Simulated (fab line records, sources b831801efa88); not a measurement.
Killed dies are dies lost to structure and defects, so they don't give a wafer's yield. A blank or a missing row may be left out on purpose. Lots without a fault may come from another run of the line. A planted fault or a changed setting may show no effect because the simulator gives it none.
Which tool did it? | flow sky130 | 10 lots, 30 wafers sampled, at 1 step of a route of 708

WHAT THE GAUGES READ, wafer by wafer
SKY_METAL4_CD_MEAS_13: target cd 300 nm.
lot  | measured     | on        | cd_nm (nm)
L412 | day 41 18:09 | cd_sem-01 | 301.2 301.2 300.6
L414 | day 42 17:20 | cd_sem-02 | 302.4 302.5 301.9
L415 | day 42 19:13 | cd_sem-02 | 301.4 301.3 300.8
L416 | day 43 03:43 | cd_sem-02 | 299.2 300.3 300.2
L420 | day 44 10:20 | cd_sem-01 | 302.6 299.0 301.2
L423 | day 45 00:03 | cd_sem-02 | 299.9 300.1 300.8
L425 | day 45 21:16 | cd_sem-01 | 302.5 302.4 300.7
L426 | day 46 03:29 | cd_sem-01 | 302.6 301.5 302.9
L427 | day 46 05:51 | cd_sem-01 | 302.7 303.3 302.6
L434 | day 48 07:18 | cd_sem-01 | 301.3 301.2 302.4

WHICH TOOL RAN EACH LOT (tool, then ch and the chambers of the sampled wafers, then the start)
The record holds no process step before these readings.

WHAT THE TOOLS THEMSELVES READ (means of the sampled wafers that have a number; where no wafer has one, the mark that the record gives instead)
The record holds no such reading with a usual standard deviation.

THE ANSWER, worked out from the rows above alone
Rule: what is usual is taken from the lots themselves. Put in order of their means at a reading, lots are off if they are a third of the lots or fewer, leave a main group of 4 or more, and stand apart from it by a gap of 3 or more times the standard deviation of the main group's means; of several such gaps the widest counts. A main group whose means are all the same, to the digits that the tables above print for the reading, isn't used. A lot without any number at a reading at which 4 lots or more have one is off too. The other lots that the step has rows for count as sound. The gauges are gone through in route order, then the tools' own readings, and for those a lot's mean is taken as printed above. The first step at which some lot is off is used, and at that step the reading that is off furthest; a lot without a number counts as furthest.
No lot is off at any reading shown: from this, nothing can be told.

WHAT THE SIMULATOR HAD PUT IN
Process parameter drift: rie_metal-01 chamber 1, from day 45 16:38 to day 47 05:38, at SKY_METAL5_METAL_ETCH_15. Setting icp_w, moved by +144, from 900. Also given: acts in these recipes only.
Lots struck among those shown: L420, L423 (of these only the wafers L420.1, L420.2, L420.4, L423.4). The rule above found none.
